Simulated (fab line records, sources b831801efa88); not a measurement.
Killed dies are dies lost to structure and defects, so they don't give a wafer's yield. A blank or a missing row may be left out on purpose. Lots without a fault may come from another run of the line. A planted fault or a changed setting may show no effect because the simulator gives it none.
Chamber matching | flow gf180mcu | GF_STI_ETCH_14 on rie_si-02: 4 sister chambers
The step etches Si in HBr/Cl2/O2, target depth 360 nm, time 102.9 s. 16 wafers are shown with their chamber, then 8 later ones without.

WAFERS WITH THEIR CHAMBER
wafer  | chamber | drypump_motor_current_A (A) | oes_product_au (a.u.) | throttle_valve_pct (%)
L495.1 | 0       | 4.7                         | 1.015                 | 25.665
L495.2 | 3       | 5.9                         | 0.986                 | 25.668
L495.5 | 2       | 6.1                         | 0.997                 | 25.651
L497.2 | 3       | 6.0                         | 0.996                 | 25.678
L497.3 | 0       | 4.8                         | 1.009                 | 25.655
L497.5 | 3       | 6.0                         | 0.993                 | 25.655
L507.4 | 2       | 6.1                         | 0.996                 | 25.662
L507.5 | 2       | 6.1                         | 1.000                 | 25.655
L507.6 | 3       | 6.0                         | 0.991                 | 25.664
L509.2 | 2       | 6.1                         | 1.005                 | 25.658
L509.3 | 3       | 5.9                         | 0.989                 | 25.657
L509.6 | 0       | 4.8                         | 0.991                 | 25.652
L510.3 | 1       | 5.8                         | 0.997                 | 25.659
L510.5 | 3       | 6.0                         | 1.001                 | 25.667
L510.6 | 0       | 4.8                         | 0.995                 | 25.666
L511.3 | 2       | 6.1                         | 1.003                 | 25.661

SIGNATURES (means of the wafers above)
reading                 | chamber 0 | chamber 1 | chamber 2 | chamber 3 | scatter within a chamber
drypump_motor_current_A | 4.775     | 5.800     | 6.100     | 5.967     | 0.0417
oes_product_au          | 1.00250   | 0.99700   | 1.00020   | 0.99267   | 0.00699
throttle_valve_pct      | 25.65950  | 25.65900  | 25.65740  | 25.66483  | 0.00693
Rule: a wafer's distance from a chamber is the root of the sum, over the readings, of the square of ((its reading less the chamber's mean) divided by the reading's scatter). The wafer belongs to the nearest chamber; if the next one is less than 2 further off, it can't be placed. The scatter: the root of (the sum of the squares of (reading less its chamber's mean) over the shown wafers, divided by (wafers less chambers)).

WAFERS WITHOUT THEIR CHAMBER
wafer  | drypump_motor_current_A (A) | oes_product_au (a.u.) | throttle_valve_pct (%)
L511.4 | 5.8                         | 1.008                 | 25.665
L511.6 | 4.7                         | 0.986                 | 25.655
L512.1 | 5.8                         | 1.004                 | 25.660
L512.5 | 5.9                         | 0.996                 | 25.673
L512.6 | 4.8                         | 0.989                 | 25.644
L516.1 | 6.1                         | 1.002                 | 25.663
L516.2 | 4.8                         | 0.995                 | 25.657
L516.3 | 5.8                         | 1.005                 | 25.651

WHICH CHAMBER EACH WENT THROUGH
wafer  | from the rows above     | in truth
L511.4 | 1                       | 1
L511.6 | 0                       | 0
L512.1 | 1                       | 1
L512.5 | can't be placed: 3 or 1 | 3
L512.6 | 0                       | 0
L516.1 | 2                       | 2
L516.2 | 0                       | 0
L516.3 | 1                       | 1
Placed correctly: 7 of 8. Can't be placed from these rows: 1 (the true chamber is among the candidates in 1). Placed wrongly: 0.
